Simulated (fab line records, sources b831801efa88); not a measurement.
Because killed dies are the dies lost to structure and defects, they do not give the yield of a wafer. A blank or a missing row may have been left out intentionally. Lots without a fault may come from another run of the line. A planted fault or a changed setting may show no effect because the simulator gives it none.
Comparing a struck lot with a sound one / flow sfq_line / 20 steps out of a route of 325
Sound: the wafers L725.2, L725.4, L725.5. The struck wafers were L737.3, L737.4, L737.5. Last of all comes the cause.
At each step with rows: each side's tool, then ch and its chambers, then its first start. Under that, the readings that differ: sound wafers / struck wafers / difference of the means / sigmas: that difference in standard deviations of wafers without a fault.
alike: same words and numbers on both sides, and readings whose means sit less than 2 such deviations apart. not compared: any withheld reading, any reading some wafer has no value for, any bound like >300 that may hide the same value, and any number with overlapping values for which the record gives no deviation.
Wherever a step has rows on one side only, a row that says differs or no value, or a row with sigmas, the two part there. Numbers that have no deviation but don't overlap get no sigmas and don't part them. A reading missing from all wafers of one side parts the sides only when that side holds two or more wafers.

first, 5 steps without rows for these wafers: SFQ_TRILAYER_R5_LITHO_COAT_136 (resist thk 600 nm); SFQ_TRILAYER_R5_LITHO_SOFTBAKE_140; SFQ_TRILAYER_R5_LITHO_EXPOSE_137 (exposes mask R5, target cd 500 nm); SFQ_TRILAYER_R5_LITHO_PEB_139 (peb time 60 s); SFQ_TRILAYER_R5_LITHO_DEVELOP_138 (time 60 s).
SFQ_R5_OVL_MEAS_935:
  struck on overlay-02, day 75 16:01; sound on overlay-02, day 70 12:26
  alike: R5_OVL
SFQ_TRILAYER_R5_BARC_OPEN_METAL_ETCH_177: etches BARC in O2, target depth 125 nm, time 41.7 s.
  sound on rie_metal-03 ch 0,1, day 70 12:28; struck on rie_metal-02 ch 0,1, day 75 16:04
  alike: drypump_motor_current_A, oes_product_au
  not compared: rf_hours_counter_h
SFQ_TRILAYER_R5_ETCH_METAL_ETCH_139: etches the open film in Cl2, stops on SiO2, target depth 60 nm, time 40 s.
  sound on rie_metal-03 ch 0,1, day 70 12:31; struck on rie_metal-02 ch 0,1, day 75 16:07
  alike: drypump_motor_current_A, oes_product_au
  not compared: rf_hours_counter_h
SFQ_TRILAYER_R5_STRIP_STRIP_140: strips in O2.
  sound on rie_metal-03 ch 0,1, day 70 12:35; struck on rie_metal-02 ch 0,1, day 75 16:22
  alike: drypump_motor_current_A, oes_product_au, platen_temp_c
  not compared: rf_hours_counter_h
then, 1 step without rows for these wafers: SFQ_TRILAYER_R5_STRIP_SOLV_CLEAN_141 (cleans in NMP, time 600 s).
SFQ_TRILAYER_A5C_DEP_PECVD_142: deposits SiO2 from SiH4/N2O, time 15.556 s, target thk 70 nm.
  sound on pecvd-03 ch 1,2, day 70 13:22; struck on pecvd-01 ch 1,2, day 75 16:56
  alike: heater_power_w, throttle_valve_pct
then, 1 step without rows for these wafers: SFQ_TRILAYER_I5_LITHO_COAT_149 (resist thk 62 nm).
SFQ_TRILAYER_I5_LITHO_COAT_144: resist thk 650 nm.
  sound on litho_track-04 ch 0, day 70 13:44; struck on litho_track-04 ch 0, day 75 17:22
reading=spin_speed_rpm (rpm); sound=3001.6 3004.7 3000.4; struck=2793.3 2798.6 2793.1; difference=-207.2; sigmas=-99
reading=model.KrF_of_TRILAYER_I5_LITHO_COAT_144.thk_nm (nm); sound=650.6 651 649.5; struck=673.9 673.9 675.2; difference=+24.0; sigmas=
then, 4 steps without rows for these wafers: SFQ_TRILAYER_I5_LITHO_SOFTBAKE_148; SFQ_TRILAYER_I5_LITHO_EXPOSE_145 (exposes mask I5, target cd 700 nm); SFQ_TRILAYER_I5_LITHO_PEB_147 (peb time 60 s); SFQ_TRILAYER_I5_LITHO_DEVELOP_146 (time 60 s).
-- the record jumps here: 4 days lie between the struck wafers' starts before and after --
SFQ_I5_OVL_MEAS_936:
  struck on overlay-02, day 79 17:05; sound on overlay-01, day 70 15:49
  alike: I5_OVL
SFQ_TRILAYER_I5_BARC_OPEN_VIA_ETCH_200: etches BARC in O2, target depth 125 nm, time 41.7 s.
  sound on rie_diel-04 ch 2,3, day 70 15:50; struck on rie_diel-04 ch 0,2, day 79 17:06
reading=model.KrF_of_TRILAYER_I5_LITHO_COAT_144.thk_nm (nm); sound=573.7 574.2 572.6; struck=596.1 596.2 598.8; difference=+23.5; sigmas=
  alike: drypump_motor_current_A, oes_product_au
  not compared: rf_hours_counter_h
SFQ_TRILAYER_I5_ETCH_VIA_ETCH_147: etches the open film in CHF3, stops on Nb, target depth 360 nm.
  sound on rie_diel-04 ch 2,3, day 70 15:53; struck on rie_diel-04 ch 0,2, day 79 17:08
  alike: drypump_motor_current_A, oes_product_au

WHERE THEY PART
Only at SFQ_TRILAYER_I5_LITHO_COAT_144, as far as this record shows. Later steps at which nothing parts them and some readings are alike: SFQ_I5_OVL_MEAS_936, SFQ_TRILAYER_I5_BARC_OPEN_VIA_ETCH_200, SFQ_TRILAYER_I5_ETCH_VIA_ETCH_147.

WHY: the cause the simulator had injected
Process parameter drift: litho_track-04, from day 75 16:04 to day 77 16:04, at SFQ_TRILAYER_I5_LITHO_COAT_144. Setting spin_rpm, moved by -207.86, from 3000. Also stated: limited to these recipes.
